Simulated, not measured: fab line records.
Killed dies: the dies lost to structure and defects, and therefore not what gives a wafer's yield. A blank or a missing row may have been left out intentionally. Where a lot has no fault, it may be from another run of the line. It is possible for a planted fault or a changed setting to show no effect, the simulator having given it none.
Which tool was responsible? -- flow sky130 -- 12 lots, 36 wafers sampled, at 6 steps of a route of 708

## WHAT EACH GAUGE READ, for each wafer
SKY_POLY_CUT_OVL_MEAS_09. Usual: POLY_CUT_OVL 0 nm, standard deviation 4.8.
lot,measured,on,POLY_CUT_OVL (nm),flag
L306,day 24 09:29,overlay-01,-1 -2 1,
L310,day 26 18:24,overlay-02,-6 -1 -5,
L312,day 27 01:48,overlay-01,0 5 6,
L315,day 27 13:37,overlay-02,0 5 4,
L316,day 27 22:25,overlay-02,3 -3 -2,
L318,day 28 13:31,overlay-02,-4 -9 -6,
L319,day 28 17:14,overlay-01,-5 -3 -4,
L321,day 29 14:46,overlay-01,-4 -5 6,
L323,day 30 08:34,overlay-02,9 6 7,
L326,day 31 01:38,overlay-01,-1 -3 -3,
L327,day 31 16:02,overlay-02,-2 1 4,
L328,day 31 18:04,overlay-02,-3 -8 -4,

SKY_SD_P_OVL_MEAS_08. Usual: SD_P_OVL -0.6 nm, standard deviation 1.6.
lot,measured,on,SD_P_OVL (nm),flag
L306,day 25 14:07,overlay-01,-1.5 -0.1 -2.2,
L310,day 27 23:40,overlay-01,-2.4 -1.2 -2.0,
L312,day 28 08:03,overlay-01,0.9 -0.4 -0.4,
L315,day 28 17:32,overlay-02,3.3 2.9 2.5,
L316,day 29 02:53,overlay-02,-1.4 -0.5 -1.0,
L318,day 29 16:19,overlay-02,-1.0 -0.1 1.3,
L319,day 29 20:47,overlay-02,-0.4 -0.3 -1.1,
L321,day 30 18:34,overlay-02,-1.1 -0.2 -1.9,
L323,day 31 12:34,overlay-02,2.4 2.3 1.3,
L326,day 32 04:44,overlay-01,-3.0 -0.7 -1.9,
L327,day 32 18:47,overlay-01,-2.4 -4.0 -5.0,
L328,day 32 20:19,overlay-02,-0.6 -0.9 0.1,

SKY_SD_N_RS_MEAS_16: a four-point-probe measurement. Usual: SD_N_RS 69.24 ohm/sq, standard deviation 0.17.
lot,measured,on,SD_N_RS (ohm/sq),flag
L306,day 28 00:41,film_metro-04,69.27 69.15 69.23,
L310,day 30 08:22,film_metro-03,69.65 69.59 69.63,
L312,day 30 16:31,film_metro-04,68.95 69.21 69.16,
L315,day 31 01:02,film_metro-02,75.51 75.51 75.47,OFF
L316,day 31 11:16,film_metro-04,75.35 75.32 75.24,OFF
L318,day 32 00:49,film_metro-04,75.35 75.24 75.31,OFF
L319,day 32 04:11,film_metro-04,69.07 69.04 69.00,
L321,day 33 02:01,film_metro-02,68.95 69.25 69.25,
L323,day 33 19:16,film_metro-04,69.23 69.18 69.08,
L326,day 34 11:14,film_metro-02,69.26 69.21 69.19,
L327,day 35 02:22,film_metro-03,69.29 69.32 69.36,
L328,day 35 02:50,film_metro-04,68.95 69.03 69.00,

SKY_SD_N_RS_MEAS_17: a four-point-probe measurement. Usual: SD_P_RS 147.1 ohm/sq, standard deviation 0.47.
lot,measured,on,SD_P_RS (ohm/sq),flag
L306,day 28 00:49,film_metro-04,147.0 147.2 147.4,
L310,day 30 08:29,film_metro-03,147.9 148.3 148.2,
L312,day 30 16:38,film_metro-04,146.7 146.9 147.2,
L315,day 31 01:09,film_metro-02,184.0 184.8 184.5,OFF
L316,day 31 11:23,film_metro-04,184.2 184.1 184.9,OFF
L318,day 32 00:56,film_metro-04,184.6 184.3 184.3,OFF
L319,day 32 04:18,film_metro-04,146.5 146.2 146.3,
L321,day 33 02:08,film_metro-02,146.4 147.0 146.3,
L323,day 33 19:23,film_metro-04,146.8 146.4 146.4,
L326,day 34 11:22,film_metro-02,147.0 146.9 147.0,
L327,day 35 02:29,film_metro-03,147.3 147.6 147.2,
L328,day 35 02:57,film_metro-04,146.8 146.2 146.6,

SKY_LI_CONTACT_BOW_MEAS_03. Usual: LI_CONTACT_BOW 56 um, standard deviation 6.8.
lot,measured,on,LI_CONTACT_BOW (um),flag
L306,day 28 01:32,film_metro-03,58 56 43,
L310,day 30 09:13,film_metro-04,62 56 57,
L312,day 30 17:22,film_metro-04,66 58 61,
L315,day 31 01:52,film_metro-02,55 54 50,
L316,day 31 12:07,film_metro-02,61 51 50,
L318,day 32 04:19,film_metro-03,59 54 52,
L319,day 32 05:01,film_metro-03,63 68 62,
L321,day 33 02:54,film_metro-04,59 48 60,
L323,day 33 20:09,film_metro-03,68 69 56,
L326,day 34 12:05,film_metro-02,57 44 60,
L327,day 35 03:13,film_metro-02,56 62 68,
L328,day 35 03:40,film_metro-02,60 49 65,

## TOOL THAT RAN EACH LOT (tool first, then ch and the chambers of the sampled wafers, then the start)
lot,SKY_SD_N_RTA_14
L306,"rtp_anneal-02 ch 0, day 28 00:31"
L310,"rtp_anneal-01 ch 0, day 30 08:11"
L312,"rtp_anneal-01 ch 0, day 30 16:20"
L315,"rtp_anneal-02 ch 0, day 31 00:51"
L316,"rtp_anneal-02 ch 0, day 31 11:05"
L318,"rtp_anneal-02 ch 0, day 32 00:37"
L319,"rtp_anneal-01 ch 0, day 32 04:01"
L321,"rtp_anneal-01 ch 0, day 33 01:49"
L323,"rtp_anneal-01 ch 0, day 33 19:04"
L326,"rtp_anneal-02 ch 0, day 34 11:04"
L327,"rtp_anneal-01 ch 0, day 35 02:10"
L328,"rtp_anneal-02 ch 0, day 35 02:40"
- SKY_SD_N_RTA_14: time 2 s.

## WHAT THE TOOLS THEMSELVES READ (means of the sampled wafers that have a number; where no wafer has one, the mark that the record gives instead)
SKY_SD_N_RTA_14. Usual: lamp_power_pct 15.73 %, standard deviation 0.052; ramp_up_c_per_s 150.00, standard deviation 0.027; wafer_temp_C_max 1078.1, standard deviation 1.3.
lot,tool,lamp_power_pct (%),ramp_up_c_per_s,wafer_temp_C_max,flag
L306,rtp_anneal-02,15.75,149.99,1078.0,
L310,rtp_anneal-01,15.75,149.99,1077.5,
L312,rtp_anneal-01,15.71,150.00,1076.4,
L315,rtp_anneal-02,14.40,150.01,1079.1,OFF
L316,rtp_anneal-02,14.34,150.03,1077.2,OFF
L318,rtp_anneal-02,14.38,150.00,1078.2,OFF
L319,rtp_anneal-01,15.75,150.00,1079.3,
L321,rtp_anneal-01,15.76,149.99,1077.3,
L323,rtp_anneal-01,15.77,150.03,1079.7,
L326,rtp_anneal-02,15.67,149.99,1077.9,
L327,rtp_anneal-01,15.70,150.01,1077.0,
L328,rtp_anneal-02,15.75,150.00,1078.0,

## THE ANSWER, worked out from the rows above alone
Rule: take the mean of a lot's wafers that have a number; if it is more than 3 standard deviations from the usual mean, the lot is off. Also off: a lot with no number at a reading for which 4 or more lots have one. Any other lot the step has rows for is counted as sound. After the gauges, taken in route order, come the tools' own readings; for these a lot's mean is taken, as printed above. At the first step where some lot is off, the reading lying furthest off is the one used; lots without a number count as furthest.
Off: L315, L316, L318, at SKY_SD_N_RS_MEAS_16 (SD_N_RS).
If a tool, at a process step before that reading, ran all the lots that are off and no sound lot after the first of them, it fits. The gauges at SKY_SD_N_RS_MEAS_16 aren't tried: what is off there is off at SKY_SD_N_RTA_14 too, on other tools, and a gauge's error can't cause that. None of those tried fits.

## WHAT THE SIMULATOR HAD INSERTED
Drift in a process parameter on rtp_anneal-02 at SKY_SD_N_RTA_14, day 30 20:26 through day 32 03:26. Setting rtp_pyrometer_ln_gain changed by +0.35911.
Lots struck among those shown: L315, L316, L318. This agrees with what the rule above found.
